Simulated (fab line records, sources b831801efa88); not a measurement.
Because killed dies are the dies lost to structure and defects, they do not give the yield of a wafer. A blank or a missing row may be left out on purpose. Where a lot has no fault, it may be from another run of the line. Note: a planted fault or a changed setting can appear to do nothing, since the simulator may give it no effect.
Struck lot and sound lot, side by side :: flow gf180mcu :: 19 out of 602 route steps
Sound: wafers L483.1, L483.4, L483.5. Struck: wafers L492.1, L492.6. (L492.3 of the same lot was not struck and is left out.) The cause comes at the end.
At each step with rows: each side's tool, then ch and its chambers, then its first start. Under that, the readings that differ: sound wafers :: struck wafers :: difference of the means :: sigmas: that difference in standard deviations of wafers without a fault.
alike: readings whose means differ by less than 2 such deviations, and words and numbers that are the same on both sides. not compared: withheld readings, readings that some wafer has no value for, bounds like >300 that may hide the same value, and numbers for which the record gives no deviation and whose values overlap.
The two part at a step that has a row with sigmas, a row that says differs or no value, or rows on one side only. When numbers do not overlap yet have no deviation, they are printed without sigmas and do not part them. A reading missing from all wafers of one side parts the sides only when that side holds two or more wafers.

GF_V2_THK_MEAS_25: measures by xrf.
  sound on filmMetro-03 at day 21 21:14; struck on filmMetro-01 at day 24 23:43
  alike: V2_W_THK
GF_V2_CMP_26: polishes, stops on SiO2, t overpolish 15 s, target thk 0 nm.
  sound on cmp-02 ch 1,2,3, day 21 21:18; struck on cmp-01 ch 1, day 25 00:04
  alike: motorCurrentA, overpolishRunS, timeToEndpointS
GF_M3_SPUTTER_00: material Ti, target thk 37.5 nm, time 150 s.
  sound on pvdSputter-04 at day 21 21:36; struck on pvdSputter-03 at day 25 00:22
  alike: cathodeDcPowerW, throttleValvePct
GF_M3_SPUTTER_01: material TiN, target thk 30 nm, time 25 s.
  sound on pvdSputter-04 at day 21 21:48; struck on pvdSputter-03 at day 25 00:28
  alike: cathodeDcPowerW, throttleValvePct
GF_M3_SPUTTER_02: material AlCu, target thk 450 nm, time 23.9 s.
  sound on pvdSputter-04 at day 21 21:52; struck on pvdSputter-03 at day 25 00:29
  alike: cathodeDcPowerW, throttleValvePct
then, 1 step without rows for these wafers: GF_M3_SPUTTER_03 (material Ti, target thk 10 nm, time 6.7 s).
GF_M3_SPUTTER_04: material TiN, target thk 50 nm, time 41.7 s.
  sound on pvdSputter-04 at day 21 21:58; struck on pvdSputter-03 at day 25 00:32
  alike: cathodeDcPowerW, throttleValvePct
GF_M3_RS_MEAS_05: measurement is done with a four-point probe.
  sound on filmMetro-04 at day 21 22:02; struck on filmMetro-02 at day 25 00:35
reading: M3_ALCU_RS (ohm/sq)
sound: 0.0711 0.0714 0.0715
struck: 0.0696 0.0693
difference: -0.0019
sigmas: -2
GF_M3_THK_MEAS_06: measures by xrf.
  sound on filmMetro-04 at day 21 22:10; struck on filmMetro-02 at day 25 00:42
  alike: M3_ALCU_THK
then, 3 steps without rows for these wafers: GF_M3_DEHYDRATE_07 (time 60 s); GF_M3_HMDS_08 (prime time 60 s); GF_M3_COAT_09 (resist thk 1000 nm).
GF_M3_SOFTBAKE_10: time 60 s.
  sound on lithoTrack-03 ch 0, day 22 09:44; struck on lithoTrack-03 ch 0, day 25 11:35
reading: runLengthS (s)
sound: 89.26 89.45 89.22
struck: 106.84 106.89
difference: +17.56
sigmas: +99 or more
then, 3 steps without rows for these wafers: GF_M3_EXPOSE_11 (exposes mask Metal3, target cd 280 nm); GF_M3_PEB_12 (peb time 90 s); GF_M3_DEVELOP_13 (develop time 60 s).
GF_M3_CD_MEAS_14: the cd target is 280 nm.
  sound on cdSem-02 at day 22 21:37; struck on cdSem-01 at day 25 22:22
reading: cdNm (nm)
sound: 280.3 280.2 279.6
struck: 275.9 275.4
difference: -4.4
sigmas: -4
GF_M3_OVL_MEAS_15:
  sound on overlay-02 at day 22 21:44; struck on overlay-01 at day 25 22:29
  alike: M3_OVL
-- the record jumps here: 7 days lie between the struck wafers' starts before and after (it left off in module M3 and takes up again in module PASSIVATION, whose first step shown is number 602 of the route) --
GF_PASSIVATION_PROBE_99:
  rows exist in the record for the struck wafers here (prober-01, day 32 18:13), but not for the sound ones

== WHERE THEY PART ==
At GF_M3_RS_MEAS_05 first; at GF_PASSIVATION_PROBE_99 last (within this record only).

WHY: what the simulator had put in
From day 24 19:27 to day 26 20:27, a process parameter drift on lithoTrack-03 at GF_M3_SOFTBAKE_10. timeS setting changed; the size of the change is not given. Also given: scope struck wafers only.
